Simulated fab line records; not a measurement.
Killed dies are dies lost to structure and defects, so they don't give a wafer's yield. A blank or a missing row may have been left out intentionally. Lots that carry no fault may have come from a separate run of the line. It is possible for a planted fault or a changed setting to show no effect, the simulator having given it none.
fab line records + flow sky130
[record]
- lots = 6
- wafers = 18
- last_day = 49
route steps=708 shown VIA1@470 PAD_OPEN@708
lots untouched by any fault: they come from a run of this same line in which no faults occurred
start_h: the number of hours between the record's first day and the start of the first shown wafer of the lot + wait_h: hours since the lot's step before + " repeats the value in the row above + L1.1+2: a single row standing in for several wafers + - no value, or no start was given + * or withheld: withheld + < > ~ a bound
route shown NAME@n: NAME is a module with steps in the file, n the number in the route of the first one + usual: the fault-free wafers' mean and standard deviation + same: alike in all rows + chamber/n: place in a boat + sites: readings site by site + _std_site: the standard deviation of these + _edge_site: outer sites' mean less inner sites' + radius_mm: for every site, how far away it sits from the centre of the wafer + mask NAME#n: copy n + behind: the most recent tool/chamber to have shaped the wafer + hold: why the lot went on hold/how many hours it stayed there/how the hold came to an end + device: whichever transistor did not switch (one of n, p or np) + end of line: the same wafers' tests at the end of the route + where a step has no rows: the recipe by itself + killed: dies lost to structure and defects at the first sort, not the wafer's yield + map: per-die view of a wafer (x killed, . not killed, _ where there is no die)
set.NAME: the run value of the setting; set.NAME@STEP: its run value at that earlier step + model.NAME: the simulator's own value behind a step, which no gauge read
lots at selected steps of the route; one table per step, one row per wafer
services: a tool's chamber out of use, with start hour (start_h, from the record's first day; less than 0 if before it), hours out, and reason
[[steps]]
[step SKY_VIA1_CD_MEAS_12]
[recipe]
- target_cd_nm = 150
[usual]
- cd_nm = 150.4/1.5
| lot.wafer | tool      | chamber | start_h | wait_h | cd_nm |
|-----------|-----------|---------|---------|--------|-------|
| L929.1    | cd_sem-01 | -       | 844.12  | -      | 150.3 |
| L929.2    | "         | -       | "       | "      | 150.2 |
| L929.5    | "         | -       | "       | "      | 152.4 |
| L934.1    | cd_sem-01 | -       | 880.19  | -      | 151.1 |
| L934.2    | "         | -       | "       | "      | 148.6 |
| L934.5    | "         | -       | "       | "      | 148.6 |
| L937.2    | cd_sem-02 | -       | 902.81  | -      | 149.6 |
| L937.4    | "         | -       | "       | "      | 150.7 |
| L937.5    | "         | -       | "       | "      | 150.0 |
| L938.1    | cd_sem-01 | -       | 904.75  | -      | 149.3 |
| L938.2    | "         | -       | "       | "      | 149.5 |
| L938.3    | "         | -       | "       | "      | 149.6 |
| L942.1    | cd_sem-01 | -       | 931.19  | -      | 150.6 |
| L942.2    | "         | -       | "       | "      | 151.7 |
| L942.4    | "         | -       | "       | "      | 152.1 |
| L945.3    | cd_sem-01 | -       | 945.08  | -      | 152.7 |
| L945.5    | "         | -       | "       | "      | 152.8 |
| L945.6    | "         | -       | "       | "      | 151.1 |
[step SKY_VIA1_OVL_MEAS_13]
[usual]
- VIA1_OVL = 2/6.3
| lot.wafer | tool       | chamber | start_h | wait_h | VIA1_OVL[nm] |
|-----------|------------|---------|---------|--------|--------------|
| L929.1    | overlay-01 | -       | 844.24  | 0.1    | -2           |
| L929.2    | "          | -       | "       | "      | 0            |
| L929.5    | "          | -       | "       | "      | -1           |
| L934.1    | overlay-02 | -       | 880.31  | 0.1    | 2            |
| L934.2    | "          | -       | "       | "      | -3           |
| L934.5    | "          | -       | "       | "      | 6            |
| L937.2    | overlay-02 | -       | 902.92  | 0.1    | 13           |
| L937.4    | "          | -       | "       | "      | 15           |
| L937.5    | "          | -       | "       | "      | 6            |
| L938.1    | overlay-02 | -       | 904.87  | 0.1    | 8            |
| L938.2    | "          | -       | "       | "      | 1            |
| L938.3    | "          | -       | "       | "      | 7            |
| L942.1    | overlay-01 | -       | 931.31  | 0.1    | 3            |
| L942.2    | "          | -       | "       | "      | 5            |
| L942.4    | "          | -       | "       | "      | 9            |
| L945.3    | overlay-02 | -       | 945.18  | 0.1    | 6            |
| L945.5    | "          | -       | "       | "      | 0            |
| L945.6    | "          | -       | "       | "      | 1            |
[step SKY_VIA1_ETCH_14]
[recipe]
- chemistry = N2/H2
- target = BARC
- ion_energy_ev = 200
- source_w = 500
- bias_w = 100
- pressure_mtorr = 30
- n2_flow_sccm = 100
- h2_flow_sccm = 200
- stop_on = SiO2
- time_s = 45.9
- target_depth_a = 600
[usual]
- drypump_motor_current_A = 5.5/0.5
- oes_product_au = 0.854/0.0048
- throttle_valve_pct = 13.224/0.0088
| lot.wafer | tool        | chamber | start_h | wait_h | drypump_motor_current_A | oes_product_au | rf_hours_counter_h | throttle_valve_pct |
|-----------|-------------|---------|---------|--------|-------------------------|----------------|--------------------|--------------------|
| L929.1    | rie_diel-01 | 1       | 844.27  | 0.0    | 5.2                     | 0.861          | 7                  | 13.237             |
| L929.2    | "           | 0       | "       | "      | 6.6                     | 0.860          | 6                  | 13.232             |
| L929.5    | "           | 1       | "       | "      | 5.2                     | 0.850          | -                  | 13.228             |
| L934.1    | rie_diel-02 | 1       | 880.35  | 0.0    | 5.8                     | 0.847          | 6                  | 13.219             |
| L934.2    | "           | 2       | "       | "      | 5.2                     | 0.858          | 10                 | 13.226             |
| L934.5    | "           | 1       | "       | "      | 5.8                     | 0.854          | -                  | 13.223             |
| L937.2    | rie_diel-03 | 2       | 902.95  | 0.0    | 5.7                     | 0.853          | 15                 | 13.228             |
| L937.4    | "           | 0       | "       | "      | 5.1                     | 0.856          | 14                 | 13.225             |
| L937.5    | "           | 0       | "       | "      | 5.1                     | 0.858          | -                  | 13.228             |
| L938.1    | rie_diel-03 | 0       | 904.90  | 0.0    | 5.1                     | 0.853          | 14                 | 13.218             |
| L938.2    | "           | 3       | "       | "      | 5.3                     | 0.856          | 12                 | 13.227             |
| L938.3    | "           | 1       | "       | "      | 5.0                     | 0.850          | 24                 | 13.213             |
| L942.1    | rie_diel-01 | 1       | 931.35  | 0.0    | 5.2                     | 0.853          | 10                 | 13.221             |
| L942.2    | "           | 0       | "       | "      | 6.5                     | 0.846          | 8                  | 13.207             |
| L942.4    | "           | 0       | "       | "      | 6.6                     | 0.852          | -                  | 13.235             |
| L945.3    | rie_diel-03 | 1       | 945.20  | 0.0    | 5.0                     | 0.857          | 25                 | 13.226             |
| L945.5    | "           | 1       | "       | "      | 5.0                     | 0.851          | -                  | 13.231             |
| L945.6    | "           | 2       | "       | "      | 5.8                     | 0.853          | -                  | 13.230             |
[step SKY_VIA1_ETCH_15]
[recipe]
- target = SiO2
- chemistry = C4F8/O2/Ar
- target_depth_nm = 351
- stop_on = TiN
- mask_material = KrF-thick
- source_w = 1500
- bias_w = 1200
- pressure_mtorr = 40
- c4f8_flow_sccm = withheld
- O2_flow_sccm = 6
- Ar_flow_sccm = 300
- time_s = 54
[usual]
- oes_product_au = 0.983/0.0058
| lot.wafer | tool        | chamber | start_h | wait_h | oes_product_au | rf_hours_counter_h |
|-----------|-------------|---------|---------|--------|----------------|--------------------|
| L929.1    | rie_diel-01 | 1       | 844.31  | 0.0    | 0.987          | 7                  |
| L929.2    | "           | 0       | "       | "      | 0.990          | 6                  |
| L929.5    | "           | 1       | "       | "      | 0.988          | -                  |
| L934.1    | rie_diel-02 | 1       | 880.39  | 0.0    | 0.984          | 6                  |
| L934.2    | "           | 2       | "       | "      | 0.983          | 10                 |
| L934.5    | "           | 1       | "       | "      | 0.983          | -                  |
| L937.2    | rie_diel-03 | 2       | 902.99  | 0.0    | 0.988          | 15                 |
| L937.4    | "           | 0       | "       | "      | 0.996          | 14                 |
| L937.5    | "           | 0       | "       | "      | 0.991          | -                  |
| L938.1    | rie_diel-03 | 0       | 904.94  | 0.0    | 0.989          | 14                 |
| L938.2    | "           | 3       | "       | "      | 0.984          | 12                 |
| L938.3    | "           | 1       | "       | "      | 0.977          | 24                 |
| L942.1    | rie_diel-01 | 1       | 931.41  | 0.0    | 0.986          | 10                 |
| L942.2    | "           | 0       | "       | "      | 0.984          | 8                  |
| L942.4    | "           | 0       | "       | "      | 0.974          | -                  |
| L945.3    | rie_diel-03 | 1       | 945.24  | 0.0    | 0.978          | 25                 |
| L945.5    | "           | 1       | "       | "      | 0.978          | -                  |
| L945.6    | "           | 2       | "       | "      | 0.983          | -                  |
[step SKY_VIA1_STRIP_16]
[recipe]
- chemistry = O2/N2
- power_w = 1400
- pressure_mtorr = 1500
- platen_temp_c = withheld
- o2_flow_sccm = 3000
- n2_flow_sccm = 300
- overash_fraction = 0.5
[usual]
- drypump_motor_current_A = 5.8/0.5
- o2_flow_sccm = 3000/9
- oes_product_au = 0.414/0.0048
- strip_time_to_endpoint_s = 4.447/0.024
| lot.wafer | tool            | chamber | start_h | wait_h | drypump_motor_current_A | o2_flow_sccm | oes_product_au | rf_hours_counter_h | strip_time_to_endpoint_s |
|-----------|-----------------|---------|---------|--------|-------------------------|--------------|----------------|--------------------|--------------------------|
| L929.1    | plasma_asher-01 | 1       | 844.36  | 0.0    | 6.4                     | 2993         | 0.410          | 42                 | 4.417                    |
| L929.2    | "               | 0       | "       | "      | 5.6                     | 2993         | 0.423          | 42                 | 4.458                    |
| L929.5    | "               | 1       | "       | "      | 6.4                     | 2990         | 0.417          | -                  | 4.450                    |
| L934.1    | plasma_asher-04 | 1       | 880.44  | 0.0    | 6.3                     | 2987         | 0.422          | 13                 | 4.459                    |
| L934.2    | "               | 0       | "       | "      | 5.3                     | 3015         | 0.419          | 13                 | 4.442                    |
| L934.5    | "               | 1       | "       | "      | 6.3                     | 3002         | 0.405          | -                  | 4.453                    |
| L937.2    | plasma_asher-04 | 1       | 903.03  | 0.0    | 6.3                     | 2994         | 0.416          | 16                 | 4.436                    |
| L937.4    | "               | 1       | "       | "      | 6.3                     | 3000         | 0.412          | -                  | 4.412                    |
| L937.5    | "               | 0       | "       | "      | 5.3                     | 2990         | 0.412          | -                  | 4.421                    |
| L938.1    | plasma_asher-01 | 0       | 904.99  | 0.0    | 5.6                     | 2995         | 0.416          | 46                 | 4.441                    |
| L938.2    | "               | 1       | "       | "      | 6.5                     | 3001         | 0.419          | 46                 | 4.494                    |
| L938.3    | "               | 1       | "       | "      | 6.5                     | 3001         | 0.418          | -                  | 4.485                    |
| L942.1    | plasma_asher-01 | 1       | 931.48  | 0.0    | 6.5                     | 2995         | 0.407          | 49                 | 4.408                    |
| L942.2    | "               | 0       | "       | "      | 5.6                     | 3013         | 0.422          | 49                 | 4.448                    |
| L942.4    | "               | 0       | "       | "      | 5.6                     | 3018         | 0.415          | -                  | 4.461                    |
| L945.3    | plasma_asher-04 | 1       | 945.32  | 0.1    | 6.3                     | 3000         | 0.416          | -                  | 4.447                    |
| L945.5    | "               | 1       | "       | "      | 6.3                     | 3002         | 0.412          | -                  | 4.459                    |
| L945.6    | "               | 0       | "       | "      | 5.4                     | 3001         | 0.412          | -                  | 4.445                    |
[step SKY_VIA1_STRIP_17]
[recipe]
- chemistry = post_etch_residue_remover
- time_s = 1200
- temp_c = 72.5
[step SKY_VIA1_CLEAN_18]
[recipe]
- chemistry = IPA
- time_s = 180
- temp_c = 25
[step SKY_VIA1_CLEAN_19]
[recipe]
- chemistry = O3/DIW
- dry = n2_spin
[step SKY_VIA1_SPUTTER_20]
[recipe]
- material = TiN
- target_thk_nm = 20
- chamber_pressure_pa = 5
- power_w = 4000
- time_s = 80
[usual]
- throttle_valve_pct = 30.2/0.97
| lot.wafer | tool           | chamber | start_h | wait_h | throttle_valve_pct |
|-----------|----------------|---------|---------|--------|--------------------|
| L929.1    | pvd_sputter-03 | -       | 845.05  | 0.0    | 29.5               |
| L929.2    | "              | -       | "       | "      | 28.8               |
| L929.5    | "              | -       | "       | "      | 31.4               |
| L934.1    | pvd_sputter-02 | -       | 881.20  | 0.0    | 29.9               |
| L934.2    | "              | -       | "       | "      | 31.1               |
| L934.5    | "              | -       | "       | "      | 29.7               |
| L937.2    | pvd_sputter-03 | -       | 904.08  | 0.0    | 32.0               |
| L937.4    | "              | -       | "       | "      | 31.6               |
| L937.5    | "              | -       | "       | "      | 29.5               |
| L938.1    | pvd_sputter-01 | -       | 905.65  | 0.0    | 29.2               |
| L938.2    | "              | -       | "       | "      | 29.8               |
| L938.3    | "              | -       | "       | "      | 29.0               |
| L942.1    | pvd_sputter-03 | -       | 932.11  | 0.0    | 28.6               |
| L942.2    | "              | -       | "       | "      | 29.6               |
| L942.4    | "              | -       | "       | "      | 31.5               |
| L945.3    | pvd_sputter-02 | -       | 945.88  | 0.0    | 29.7               |
| L945.5    | "              | -       | "       | "      | 31.4               |
| L945.6    | "              | -       | "       | "      | 30.0               |
[step SKY_VIA1_CVD_21]
[recipe]
- material = W
- target_thk_nm = 270
- time_s = 80.902
- temp_c = 400
- pressure_torr = 40
[usual]
- heater_power_w = 911/90
| lot.wafer | tool     | chamber | start_h | wait_h | heater_power_w |
|-----------|----------|---------|---------|--------|----------------|
| L929.1    | cvd_w-01 | 1       | 845.11  | 0.0    | 817            |
| L929.2    | "        | 0       | "       | "      | 951            |
| L929.5    | "        | 1       | "       | "      | 787            |
| L934.1    | cvd_w-02 | 1       | 881.26  | 0.0    | 1039           |
| L934.2    | "        | 0       | "       | "      | 860            |
| L934.5    | "        | 0       | "       | "      | 885            |
| L937.2    | cvd_w-01 | 0       | 904.20  | 0.1    | 930            |
| L937.4    | "        | 1       | "       | "      | 828            |
| L937.5    | "        | 1       | "       | "      | 841            |
| L938.1    | cvd_w-01 | 0       | 906.37  | 0.7    | 923            |
| L938.2    | "        | 1       | "       | "      | 830            |
| L938.3    | "        | 0       | "       | "      | 969            |
| L942.1    | cvd_w-02 | 1       | 932.18  | 0.0    | 1016           |
| L942.2    | "        | 0       | "       | "      | 823            |
| L942.4    | "        | 1       | "       | "      | 1032           |
| L945.3    | cvd_w-02 | 0       | 945.97  | 0.1    | 815            |
| L945.5    | "        | 1       | "       | "      | 1021           |
| L945.6    | "        | 0       | "       | "      | 803            |
[step SKY_VIA1_RS_MEAS_22]
[recipe]
- thk_meas_gauge = four-point-probe
- reads = W_of_VIA1_CVD_21+TiN_of_VIA1_SPUTTER_20
[usual]
- VIA1_W_RS = 0.426/0.0044
| lot.wafer | tool          | chamber | start_h | wait_h | VIA1_W_RS[ohm/sq] |
|-----------|---------------|---------|---------|--------|-------------------|
| L929.1    | film_metro-01 | -       | 845.20  | 0.1    | 0.425             |
| L929.2    | "             | -       | "       | "      | 0.426             |
| L929.5    | "             | -       | "       | "      | 0.420             |
| L934.1    | film_metro-02 | -       | 881.36  | 0.1    | 0.430             |
| L934.2    | "             | -       | "       | "      | 0.426             |
| L934.5    | "             | -       | "       | "      | 0.436             |
| L937.2    | film_metro-01 | -       | 904.31  | 0.1    | 0.423             |
| L937.4    | "             | -       | "       | "      | 0.425             |
| L937.5    | "             | -       | "       | "      | 0.420             |
| L938.1    | film_metro-01 | -       | 906.46  | 0.1    | 0.425             |
| L938.2    | "             | -       | "       | "      | 0.429             |
| L938.3    | "             | -       | "       | "      | 0.425             |
| L942.1    | film_metro-01 | -       | 932.27  | 0.1    | 0.422             |
| L942.2    | "             | -       | "       | "      | 0.436             |
| L942.4    | "             | -       | "       | "      | 0.421             |
| L945.3    | film_metro-02 | -       | 946.07  | 0.1    | 0.433             |
| L945.5    | "             | -       | "       | "      | 0.424             |
| L945.6    | "             | -       | "       | "      | 0.432             |
[step SKY_VIA1_THK_MEAS_23]
[recipe]
- thk_meas_gauge = xrf
- reads = W_of_VIA1_CVD_21
[usual]
- VIA1_W_THK = 264/3.4
| lot.wafer | tool          | chamber | start_h | wait_h | VIA1_W_THK[nm] |
|-----------|---------------|---------|---------|--------|----------------|
| L929.1    | film_metro-01 | -       | 845.32  | 0.1    | 264            |
| L929.2    | "             | -       | "       | "      | 263            |
| L929.5    | "             | -       | "       | "      | 268            |
| L934.1    | film_metro-02 | -       | 881.48  | 0.1    | 261            |
| L934.2    | "             | -       | "       | "      | 262            |
| L934.5    | "             | -       | "       | "      | 258            |
| L937.2    | film_metro-01 | -       | 904.42  | 0.1    | 267            |
| L937.4    | "             | -       | "       | "      | 266            |
| L937.5    | "             | -       | "       | "      | 270            |
| L938.1    | film_metro-01 | -       | 906.58  | 0.1    | 267            |
| L938.2    | "             | -       | "       | "      | 263            |
| L938.3    | "             | -       | "       | "      | 268            |
| L942.1    | film_metro-01 | -       | 932.39  | 0.1    | 269            |
| L942.2    | "             | -       | "       | "      | 262            |
| L942.4    | "             | -       | "       | "      | 270            |
| L945.3    | film_metro-02 | -       | 946.17  | 0.1    | 259            |
| L945.5    | "             | -       | "       | "      | 267            |
| L945.6    | "             | -       | "       | "      | 262            |
[step SKY_VIA1_CMP_24]
[recipe]
- stop_on = SiO2
- t_overpolish_s = 15
- down_force_psi = 3.5
- platen_rpm = 60
- target_thk_nm = 0
- pad_velocity_m_s = 0.94248
[usual]
- motor_current_A = 11.2/0.92
- overpolish_run_s = 15.000/0.0091
- time_to_endpoint_s = 66/4.1
| lot.wafer | tool   | chamber | start_h | wait_h | motor_current_A | overpolish_run_s | time_to_endpoint_s |
|-----------|--------|---------|---------|--------|-----------------|------------------|--------------------|
| L929.2    | cmp-02 | 1       | 845.38  | 0.0    | 11.2            | 15.007           | 74                 |
| L929.1    | "      | 0       | "       | "      | 12.6            | 14.987           | 67                 |
| L929.5    | "      | 2       | "       | "      | 11.3            | 15.003           | 76                 |
| L934.2    | cmp-01 | 3       | 881.54  | 0.0    | 10.1            | 15.001           | 69                 |
| L934.1    | "      | 1       | "       | "      | 12.5            | 15.013           | 69                 |
| L934.5    | "      | 3       | "       | "      | 9.4             | 15.009           | 69                 |
| L937.4    | cmp-02 | 1       | 904.47  | 0.0    | 11.2            | 0.039            | 105                |
| L937.2    | "      | 2       | "       | "      | 11.5            | 0.034            | 105                |
| L937.5    | "      | 1       | "       | "      | 10.6            | 0.056            | 106                |
| L938.1    | cmp-02 | 0       | 906.64  | 0.1    | 11.7            | 0.041            | 105                |
| L938.2    | "      | 1       | "       | "      | 11.3            | 0.041            | 104                |
| L938.3    | "      | 3       | "       | "      | 10.8            | 0.042            | 105                |
| L942.2    | cmp-01 | 3       | 932.45  | 0.0    | 9.7             | 15.014           | 60                 |
| L942.4    | "      | 0       | "       | "      | 10.4            | 14.999           | 70                 |
| L942.1    | "      | 2       | "       | "      | 11.5            | 14.998           | 60                 |
| L945.3    | cmp-01 | 3       | 946.31  | 0.1    | 9.6             | 15.000           | 63                 |
| L945.6    | "      | 1       | "       | "      | 12.0            | 15.002           | 67                 |
| L945.5    | "      | 2       | "       | "      | 11.6            | 15.019           | 62                 |
[step SKY_PAD_OPEN_PROBE_99]
[usual]
- defect_limited_yield = 82.7/1.9
- killed_at_M0_to_M3 = 43/6.8
- killed_at_M4_up = 2.9/1.7
- killed_at_contacts = 24/5.4
- killed_at_front_end = 15/4.8
- killed_at_other = 0.3/0.57
- killed_dies = 85/9.4
- killed_on_rim = 16/4
- killed_open = 47/7.5
- killed_short = 38/5.7
- sort_bin_3_pad_short = 0.8/0.37
- sort_bin_5_function = 10.2/1.5
- sort_bin_6_memory = 6.2/1.1
- sort_n_pass = 407/9.4
- sort_yield_pct = 82.7/1.9
[same]
- gross_dies = 492
- killed_at_back_side = 0
- sort_bin_4_leakage[%] = 0
- sort_bin_8_speed[%] = 0
| lot.wafer | tool      | chamber | start_h | wait_h | defect_limited_yield[%] | killed_at_M0_to_M3 | killed_at_M4_up | killed_at_contacts | killed_at_front_end | killed_at_other | killed_dies | killed_on_rim | killed_open | killed_short | sort_bin_3_pad_short[%] | sort_bin_5_function[%] | sort_bin_6_memory[%] | sort_n_pass | sort_yield_pct[%] |
|-----------|-----------|---------|---------|--------|-------------------------|--------------------|-----------------|--------------------|---------------------|-----------------|-------------|---------------|-------------|--------------|-------------------------|------------------------|----------------------|-------------|-------------------|
| L929.1    | prober-02 | -       | 1111.90 | 0.1    | 84.3                    | 35                 | 5               | 28                 | 9                   | 0               | 77          | 15            | 44          | 33           | 0.4                     | 9.6                    | 5.7                  | 415         | 84.3              |
| L929.2    | prober-02 | -       | 1111.95 | 0.1    | 80.1                    | 43                 | 5               | 32                 | 18                  | 0               | 98          | 19            | 56          | 42           | 1.2                     | 11.6                   | 7.1                  | 394         | 80.1              |
| L929.5    | prober-02 | -       | 1112.10 | 0.2    | 83.1                    | 47                 | 1               | 22                 | 13                  | 0               | 83          | 17            | 51          | 32           | 1.6                     | 8.5                    | 6.7                  | 409         | 83.1              |
| L937.2    | prober-01 | -       | 1154.77 | 0.1    | 0                       | 451                | 6               | 21                 | 14                  | 0               | 492         | 96            | 43          | 50           | 81.9                    | 11.2                   | 6.9                  | 0           | 0                 |
| L937.4    | prober-01 | -       | 1154.87 | 0.2    | 0                       | 444                | 5               | 24                 | 19                  | 0               | 492         | 96            | 58          | 36           | 81.9                    | 11.2                   | 6.9                  | 0           | 0                 |
| L937.5    | prober-01 | -       | 1154.92 | 0.2    | 0                       | 451                | 2               | 21                 | 16                  | 2               | 492         | 96            | 51          | 32           | 83.3                    | 11.8                   | 4.9                  | 0           | 0                 |
| L938.1    | prober-02 | -       | 1155.23 | 0.1    | 0                       | 449                | 3               | 23                 | 17                  | 0               | 492         | 96            | 48          | 36           | 83.7                    | 10.6                   | 5.7                  | 0           | 0                 |
| L938.2    | prober-02 | -       | 1155.28 | 0.1    | 0                       | 443                | 2               | 34                 | 12                  | 1               | 492         | 96            | 53          | 33           | 83.1                    | 10.2                   | 6.7                  | 0           | 0                 |
| L938.3    | prober-02 | -       | 1155.33 | 0.2    | 0                       | 458                | 4               | 19                 | 11                  | 0               | 492         | 96            | 44          | 27           | 86.4                    | 7.3                    | 6.3                  | 0           | 0                 |
| L942.1    | prober-02 | -       | 1173.22 | 0.1    | 84.8                    | 47                 | 2               | 15                 | 11                  | 0               | 75          | 12            | 41          | 34           | 0.6                     | 8.9                    | 5.7                  | 417         | 84.8              |
| L942.2    | prober-02 | -       | 1173.27 | 0.1    | 80.5                    | 49                 | 6               | 29                 | 12                  | 0               | 96          | 22            | 53          | 43           | 1.2                     | 11.6                   | 6.7                  | 396         | 80.5              |
| L942.4    | prober-02 | -       | 1173.37 | 0.2    | 85.0                    | 44                 | 1               | 21                 | 8                   | 0               | 74          | 19            | 37          | 37           | 0.6                     | 8.7                    | 5.7                  | 418         | 85.0              |
// killed by level:class
L929.1 CONTACT:geometric_particle:open=12 CONTACT:geometric_particle:short=7 VIA2:geometric_particle:open=7 VIA3:geometric_particle:open=7 METAL1:geometric_particle:short=5 VIA1:geometric_particle:open=5 FIELD_ISO:geometric_particle:short=3 POLY_GATE:geometric_particle:open=3
L929.2 CONTACT:geometric_particle:open=11 VIA1:geometric_particle:open=11 VIA3:geometric_particle:open=10 VIA1:geometric_particle:short=8 LI_CONTACT:geometric_particle:open=6 CONTACT:geometric_particle:short=6 FIELD_ISO:geometric_particle:open=5 FIELD_ISO:geometric_particle:short=5
L929.5 VIA1:geometric_particle:open=11 VIA3:geometric_particle:open=10 CONTACT:geometric_particle:open=8 LI_CONTACT:geometric_particle:open=5 METAL1:geometric_particle:short=5 METAL1:geometric_particle:open=4 METAL2:geometric_particle:short=4 VIA2:geometric_particle:open=4
L937.2 VIA1:area_cmp=399 CONTACT:geometric_particle:open=9 VIA2:geometric_particle:open=9 METAL1:geometric_particle:short=8 VIA1:geometric_particle:short=6 VIA1:geometric_particle:open=6 VIA3:geometric_particle:open=6 FIELD_ISO:geometric_particle:open=5
L937.4 VIA1:area_cmp=398 VIA2:geometric_particle:open=13 CONTACT:geometric_particle:open=10 FIELD_ISO:geometric_particle:open=7 LI_CONTACT:geometric_particle:open=7 METAL1:geometric_particle:short=7 VIA3:geometric_particle:open=7 VIA1:geometric_particle:open=6
L937.5 VIA1:area_cmp=409 VIA1:geometric_particle:open=11 LI_CONTACT:geometric_particle:open=9 VIA2:geometric_particle:open=9 METAL1:geometric_particle:short=7 CONTACT:geometric_particle:open=6 VIA3:geometric_particle:open=6 FIELD_ISO:geometric_particle:short=5
L938.1 VIA1:area_cmp=408 LI_CONTACT:geometric_particle:open=8 VIA2:geometric_particle:open=8 CONTACT:geometric_particle:open=7 VIA3:geometric_particle:open=7 VIA1:geometric_particle:open=6 FIELD_ISO:geometric_particle:open=5 FIELD_ISO:geometric_particle:short=5
L938.2 VIA1:area_cmp=406 LI_CONTACT:geometric_particle:open=12 VIA1:geometric_particle:open=11 CONTACT:geometric_particle:open=8 CONTACT:geometric_particle:short=8 VIA2:geometric_particle:open=8 VIA3:geometric_particle:open=6 POLY_GATE:geometric_particle:short=3
L938.3 VIA1:area_cmp=421 VIA3:geometric_particle:open=8 VIA2:geometric_particle:open=8 CONTACT:geometric_particle:open=7 VIA1:geometric_particle:open=7 POLY_GATE:geometric_particle:open=4 LI_CONTACT:geometric_particle:open=4 LOCAL_INTERCONNECT:geometric_particle:short=4
L942.1 VIA1:geometric_particle:open=17 METAL1:geometric_particle:short=7 LI_CONTACT:geometric_particle:open=6 METAL2:geometric_particle:short=6 VIA2:geometric_particle:open=6 POLY_GATE:geometric_particle:short=5 VIA1:geometric_particle:short=5 CONTACT:geometric_particle:open=4
L942.2 VIA1:geometric_particle:open=13 CONTACT:geometric_particle:open=10 METAL1:geometric_particle:short=10 VIA3:geometric_particle:open=8 VIA2:geometric_particle:open=7 CONTACT:geometric_particle:short=6 LI_CONTACT:geometric_particle:open=5 METAL4:geometric_particle:short=5
L942.4 VIA1:geometric_particle:open=11 CONTACT:geometric_particle:open=7 LI_CONTACT:geometric_particle:open=6 METAL2:geometric_particle:short=6 VIA2:geometric_particle:open=6 VIA2:geometric_particle:short=5 POLY_GATE:geometric_particle:short=4 VIA3:geometric_particle:open=4
// map L937.2 (x killed, . not)
__________xxxxxxxxxx_________
________xxxxxxxxxxxxxx_______
______xxxxxxxxxxxxxxxxxx_____
_____xxxxxxxxxxxxxxxxxxxx____
____xxxxxxxxxxxxxxxxxxxxxx___
___xxxxxxxxxxxxxxxxxxxxxxxx__
__xxxxxxxxxxxxxxxxxxxxxxxxxx_
_xxxxxxxxxxxxxxxxxxxxxxxxxxxx
_xxxxxxxxxxxxxxxxxxxxxxxxxxxx
_xxxxxxxxxxxxxxxxxxxxxxxxxxxx
_xxxxxxxxxxxxxxxxxxxxxxxxxxxx
_xxxxxxxxxxxxxxxxxxxxxxxxxxxx
_xxxxxxxxxxxxxxxxxxxxxxxxxxxx
_xxxxxxxxxxxxxxxxxxxxxxxxxxxx
_xxxxxxxxxxxxxxxxxxxxxxxxxxxx
__xxxxxxxxxxxxxxxxxxxxxxxxxx_
___xxxxxxxxxxxxxxxxxxxxxxxx__
____xxxxxxxxxxxxxxxxxxxxxx___
_____xxxxxxxxxxxxxxxxxxxx____
______xxxxxxxxxxxxxxxxxx_____
________xxxxxxxxxxxxxx_______
__________xxxxxxxxxx_________
// map L938.1 (x killed, . not)
__________xxxxxxxxxx_________
________xxxxxxxxxxxxxx_______
______xxxxxxxxxxxxxxxxxx_____
_____xxxxxxxxxxxxxxxxxxxx____
____xxxxxxxxxxxxxxxxxxxxxx___
___xxxxxxxxxxxxxxxxxxxxxxxx__
__xxxxxxxxxxxxxxxxxxxxxxxxxx_
_xxxxxxxxxxxxxxxxxxxxxxxxxxxx
_xxxxxxxxxxxxxxxxxxxxxxxxxxxx
_xxxxxxxxxxxxxxxxxxxxxxxxxxxx
_xxxxxxxxxxxxxxxxxxxxxxxxxxxx
_xxxxxxxxxxxxxxxxxxxxxxxxxxxx
_xxxxxxxxxxxxxxxxxxxxxxxxxxxx
_xxxxxxxxxxxxxxxxxxxxxxxxxxxx
_xxxxxxxxxxxxxxxxxxxxxxxxxxxx
__xxxxxxxxxxxxxxxxxxxxxxxxxx_
___xxxxxxxxxxxxxxxxxxxxxxxx__
____xxxxxxxxxxxxxxxxxxxxxx___
_____xxxxxxxxxxxxxxxxxxxx____
______xxxxxxxxxxxxxxxxxx_____
________xxxxxxxxxxxxxx_______
__________xxxxxxxxxx_________
[[services]]
| tool            | chamber | start_h | hours | kind   |
|-----------------|---------|---------|-------|--------|
| cvd_w-02        | 1       | 821.63  | 14.7  | repair |
| cmp-01          | -       | 828.17  | 2.6   | repair |
| cmp-02          | -       | 840.36  | 4.0   | repair |
| rie_diel-01     | 3       | 843.52  | 3.4   | repair |
| rie_diel-01     | 2       | 848.91  | 13.4  | repair |
| rie_diel-01     | 3       | 862.35  | 1.3   | repair |
| plasma_asher-01 | -       | 868.07  | 1.5   | repair |
| rie_diel-01     | -       | 869.02  | 0.5   | repair |
| cvd_w-02        | -       | 870.99  | 1.2   | repair |
| cmp-02          | -       | 883.09  | 3.8   | pm     |
| plasma_asher-01 | -       | 885.54  | 10.4  | repair |
| cvd_w-02        | -       | 904.00  | 14.0  | pm     |
| cvd_w-01        | -       | 904.81  | 1.4   | repair |
| cmp-02          | -       | 908.97  | 5.1   | repair |
| plasma_asher-01 | -       | 909.22  | 1.1   | repair |
| cvd_w-01        | -       | 909.97  | 0.6   | repair |
| rie_diel-01     | 0       | 911.22  | 1.8   | repair |
| rie_diel-01     | 2       | 912.79  | 14.4  | repair |
| cmp-02          | -       | 914.05  | 4.0   | pm     |
| plasma_asher-04 | -       | 916.56  | 0.7   | repair |
| rie_diel-01     | 2       | 928.11  | 13.7  | repair |
| rie_diel-01     | 3       | 929.83  | 2.7   | repair |
| cmp-01          | -       | 933.05  | 8.1   | pm     |
| plasma_asher-04 | -       | 936.03  | 3.9   | repair |
[[key]]
[first_sign]
- step = SKY_VIA1_CMP_24
- reading = overpolish_run_s
- direction = down
- sigmas = 99+
- usual = 15.000
- struck = 0.042
[effect]
- step = SKY_VIA1_CMP_24
- reading = time_to_endpoint_s
- direction = up
- sigmas = 9.4
- usual = *
- struck = *
[effect]
- step = SKY_PAD_OPEN_PROBE_99
- reading = sort_bin_3_pad_short
- direction = up
- sigmas = 99+
- usual = 0.8
- struck = 83.4
[more_kills_born_at]
- SKY_VIA1_CMP_24@cmp-02 = 2441
met_at SKY_VIA1_CMP_24
struck_wafers L937.2,L937.4,L937.5,L938.1,L938.2,L938.3
later_rows_left_out L937.2,L937.4,L937.5,L938.1,L938.2,L938.3
onset_between 845.38 904.47
[fault]
- kind = process_parameter_drift
- tool = cmp-02
- chamber = -
- onset_h = 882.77
- steps = SKY_VIA1_CMP_24
- channel = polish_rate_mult
- offset = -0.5
- shape = step
- end_h = 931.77
// later_rows_left_out: the simulator's readings of these wafers behind a module that went badly wrong aren't trusted and aren't shown, but for the sort
